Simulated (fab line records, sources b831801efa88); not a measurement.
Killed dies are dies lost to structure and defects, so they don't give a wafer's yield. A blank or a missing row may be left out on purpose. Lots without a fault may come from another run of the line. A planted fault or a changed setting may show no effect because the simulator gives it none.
A struck lot beside a sound one | flow sky130 | 37 steps out of a route of 708
Sound: wafers L968.1, L968.4, L968.5. Struck: wafers L956.1, L956.2, L956.4. The cause comes at the end.
At each step with rows: each side's tool, then ch and its chambers, then its first start. Under that, the readings that differ: sound wafers | struck wafers | difference of the means | sigmas: that difference in standard deviations of wafers without a fault.
alike: readings whose means differ by less than 2 such deviations, and words and numbers that are the same on both sides. not compared: withheld readings, readings that some wafer has no value for, bounds like >300 that may hide the same value, and numbers for which the record gives no deviation and whose values overlap.
The two part at a step that has a row with sigmas, a row that says differs or no value, or rows on one side only. Numbers that don't overlap but have no deviation are shown without sigmas and don't part them. A reading that every wafer of one side lacks parts them only if that side has two wafers or more.

first, 10 steps without rows for these wafers: SKY_VIA3_CLEAN_18 (cleans in IPA, time 180 s); SKY_VIA3_CLEAN_19 (cleans in O3/DIW); SKY_VIA3_SPUTTER_20 (material TiN, target thk 20 nm, time 80 s); SKY_VIA3_CVD_21 (deposits W, target thk 390 nm, time 117.31 s); SKY_VIA3_CMP_24 (polishes, stops on SiO2, t overpolish 20 s, target thk 0 nm); SKY_METAL4_SPUTTER_00 (material Ti, target thk 15 nm, time 10 s); SKY_METAL4_SPUTTER_01 (material TiN, target thk 20 nm, time 16.7 s); SKY_METAL4_SPUTTER_02 (material AlCu, target thk 735 nm, time 39.1 s); SKY_METAL4_SPUTTER_03 (material Ti, target thk 5 nm, time 3.3 s); SKY_METAL4_SPUTTER_04 (material TiN, target thk 70 nm, time 58.3 s).
SKY_CAP2M_CVD_00: deposits SiO2, target thk 15.5 nm.
  sound on pecvd-01 ch 0,1, day 44 19:14; struck on pecvd-02 ch 0,2, day 42 02:17
  reading                                | sound             | struck            | difference | sigmas
  model.SiO2_of_CAP2M_CVD_00.thk_nm (nm) | 15.64 15.85 15.53 | 27.74 27.63 28.13 | +12.16     |
  alike: heater_power_w
SKY_CAP2M_THK_MEAS_01:
  sound on film_metro-04, day 44 19:16; struck on film_metro-03, day 42 02:19
  reading               | sound             | struck            | difference | sigmas
  CAP2M_CVD_00_THK (nm) | 15.62 15.81 15.51 | 27.79 27.65 28.10 | +12.20     | +58
then, 23 steps without rows for these wafers: SKY_CAP2M_SPUTTER_02 (material TiN, target thk 200 nm, time 166.7 s); SKY_CAP2M_DEHYDRATE_05 (time 60 s); SKY_CAP2M_HMDS_06 (prime time 60 s); SKY_CAP2M_COAT_07 (resist thk 1140 nm); SKY_CAP2M_SOFTBAKE_08 (time 60 s); SKY_CAP2M_EXPOSE_09 (exposes mask CAP2M, target cd 1000 nm); SKY_CAP2M_PEB_10; SKY_CAP2M_DEVELOP_11 (develop time 60.77 s); SKY_CAP2M_METAL_ETCH_13 (etches TiN in Cl2/BCl3, stops on SiO2, target depth 220 nm, time 62.9 s); SKY_CAP2M_STRIP_14 (strips in O2/N2); SKY_CAP2M_STRIP_15 (strips in post etch residue remover, time 1200 s); SKY_CAP2M_CLEAN_16 (cleans in IPA, time 180 s); SKY_CAP2M_CLEAN_17 (cleans in O3/DIW); SKY_METAL4_DEHYDRATE_05 (time 60 s); SKY_METAL4_HMDS_06 (prime time 60 s); SKY_METAL4_COAT_07 (resist thk 60 nm); SKY_METAL4_COAT_08 (resist thk 1140 nm); SKY_METAL4_SOFTBAKE_09 (time 90 s); SKY_METAL4_EXPOSE_10 (exposes mask MM4, target cd 300 nm); SKY_METAL4_PEB_11; SKY_METAL4_DEVELOP_12 (develop time 60 s); SKY_METAL4_DESCUM_15 (chemistry O2, time 8 s); SKY_METAL4_ETCH_16 (etches BARC in N2/H2, stops on SiO2, time 88.2 s, target depth 60 nm).
SKY_METAL4_ETCH_17: etches SiO2 in C4F8/O2/Ar, stops on TiN, time 3.9 s, target depth 15 nm.
  sound on rie_diel-02 ch 0,3, day 46 14:31; struck on rie_diel-04 ch 0,1,3, day 44 01:36
  reading               | sound             | struck            | difference | sigmas
  oes_product_au (a.u.) | 0.761 0.765 0.761 | 1.007 1.001 0.997 | +0.239     | +34
  alike: chamber_pressure_mTorr
-- the record jumps here: 4 days lie between the struck wafers' starts before and after (it left off in module METAL4 and takes up again in module PAD_OPEN, whose first step shown is number 708 of the route) --
SKY_PAD_OPEN_PROBE_99:
  sound on prober-01, day 50 00:38; struck on prober-01, day 47 19:50
  reading                                    | sound               | struck            | difference | sigmas
  killed_at_other                            | 0 0 0               | 2 3 0             | +2         | +2
  model.etest.tester.sort_n_pass             | 389 392 405         | 0 0 0             | -395       |
  model.etest.tester.sort_yield_pct (%)      | 79.06 79.67 82.32   | 0 0 0             | -80        |
  model.etest.tester.sort_bin_3_pct (%)      | 1.016 0.4065 0.2033 | 80.85 81.74 81.09 | +80.68     |
  model.etest.diode_ndiff_fingers.over_limit | 0 0 0               | 1 1 1             | +1         |
  model.etest.diode_ndiff_pwell.over_limit   | 0 0 0               | 1 1 1             | +1         |
  model.etest.sram_nfet_pass.short           | 0 0 0               | 1 1 1             | +1         |
  model.etest.nfet_01v8_turned.short         | 0 0 0               | 1 1 1             | +1         |
  model.etest.cap_ono.over_limit             | 0 0 0               | 1 1 1             | +1         |
  alike: defect_limited_yield, killed_at_M0_to_M3, killed_at_M4_up, killed_at_contacts, killed_at_front_end, killed_dies, killed_open, killed_short

WHERE THEY PART
First at SKY_CAP2M_THK_MEAS_01; last, within this record, at SKY_PAD_OPEN_PROBE_99.

WHY: what the simulator had put in
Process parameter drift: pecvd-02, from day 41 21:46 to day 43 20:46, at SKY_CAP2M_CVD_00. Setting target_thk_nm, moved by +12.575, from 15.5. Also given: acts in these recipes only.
